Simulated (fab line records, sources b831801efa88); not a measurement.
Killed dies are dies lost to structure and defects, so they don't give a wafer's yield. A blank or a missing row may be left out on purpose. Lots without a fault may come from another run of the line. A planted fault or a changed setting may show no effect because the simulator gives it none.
Split-lot experiment | flow gf180mcu | 5 lots, 23 wafers read, on a route of 602 steps

THE SPLIT
At GF_V3_CVD_23 (deposits W, target thk 350 nm, time 104.9 s), the setting temp_c was moved away from the recipe's 400 C on 7 of the 23 wafers read, by -0.9% to +1.8%. The other wafers ran this setting at the recipe's value.

FROM THE SPLIT TO THE READING: what the file shows between them, 1 step
- GF_V3_RS_MEAS_24: measures by four-point-probe

THE READING
V3_W_THK, in nm, at GF_V3_THK_MEAS_25 (measures by xrf). Fault-free wafers of this fab line usually give 357 nm, standard deviation 5.2 nm.

wafer  | tool, chamber at the split | temp_c as run, C | against the recipe | V3_W_THK, nm | against lot-mates on the recipe
L075.2 | cvd_w-01, 1                | 400              | recipe             | 353          | -
L075.3 | cvd_w-01, 0                | 400              | recipe             | 355          | -
L075.4 | cvd_w-01, 1                | 400              | recipe             | 353          | -
L077.1 | cvd_w-02, 0                | 403.1            | +0.8%              | 388          | +24
L077.2 | cvd_w-02, 1                | 403.1            | +0.8%              | 381          | +18
L077.3 | cvd_w-02, 0                | 400              | recipe             | 365          | -
L077.4 | cvd_w-02, 1                | 403.1            | +0.8%              | 384          | +20
L077.6 | cvd_w-02, 0                | 400              | recipe             | 362          | -
L080.2 | cvd_w-01, 0                | 396.4            | -0.9%              | 333          | -24
L080.3 | cvd_w-01, 0                | 400              | recipe             | 359          | -
L080.4 | cvd_w-01, 1                | 400              | recipe             | 358          | -
L080.5 | cvd_w-01, 0                | 396.4            | -0.9%              | 335          | -22
L080.6 | cvd_w-01, 1                | 400              | recipe             | 353          | -
L081.1 | cvd_w-01, 0,1              | 400              | recipe             | 356          | -
L081.2 | cvd_w-01, 0,1              | 400              | recipe             | 357          | -
L081.3 | cvd_w-01, 0                | 400              | recipe             | 358          | -
L081.5 | cvd_w-01, 0                | 400              | recipe             | 358          | -
L081.6 | cvd_w-01, 1                | 400              | recipe             | 357          | -
L082.2 | cvd_w-02, 0                | 407.3            | +1.8%              | 411          | +48
L082.3 | cvd_w-02, 1                | 400              | recipe             | 361          | -
L082.4 | cvd_w-02, 0                | 400              | recipe             | 367          | -
L082.5 | cvd_w-02, 0                | 400              | recipe             | 361          | -
L082.6 | cvd_w-02, 1                | 407.3            | +1.8%              | 416          | +53
Where a row lists several chambers, the file gives one row for several wafers and doesn't say which wafer went through which chamber.

THE FIT
A straight line over all 23 wafers: V3_W_THK changes by +30.1 nm for each +1% of temp_c; r = +0.98; the points scatter about the line by 3.9 nm.
The same after taking each lot's own level away (the mean of its wafers on the recipe; 23 wafers): +27 nm for each +1%; r = +0.99; scatter 2.2 nm.
On that fit, the largest move of temp_c shifts the reading by 49 nm.
The lots' own levels span 353.7 to 363.5 nm, that is 1.9 times the standard deviation above.
So the lot-to-lot level changes the slope: the two fits differ.
Check: with one of the wafers moved furthest among these (+1.8%) left out of the fit, the line predicts +50.4 nm for it against its lot-mates. It came out at +48 nm against them.

OTHER SPLITS ON THESE WAFERS
These wafers also went through other splits before the reading. Each is held against what the fit with the lots' levels taken away leaves over:
other split on the same wafers | wafers away from the commonest value | r with V3_W_THK (lot level and that fit taken away)
GF_V3_CVD_02 time_s            | 9                                    | +0.03

THE WHOLE CHAIN: every reading that the file lists as answering this split, in the file's order
step              | what it does                                | reading                                                                | change (the file's fit)              | r (the file's)
GF_V3_CVD_23      | deposits W, target thk 350 nm, time 104.9 s | W_of_V3_CVD_23.thk_nm (the simulator's own value, which no gauge read) | +25.6 nm for each +1% of the setting | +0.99
GF_V3_RS_MEAS_24  | measures by four-point-probe                | V3_W_RS                                                                | -0.0219 for each +1% of the setting  | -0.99
GF_V3_THK_MEAS_25 | measures by xrf                             | V3_W_THK                                                               | +27.2 for each +1% of the setting    | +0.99

THE FILE'S OWN FIT
V3_W_THK changes by +27.2 nm for each +1% of temp_c, r = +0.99.
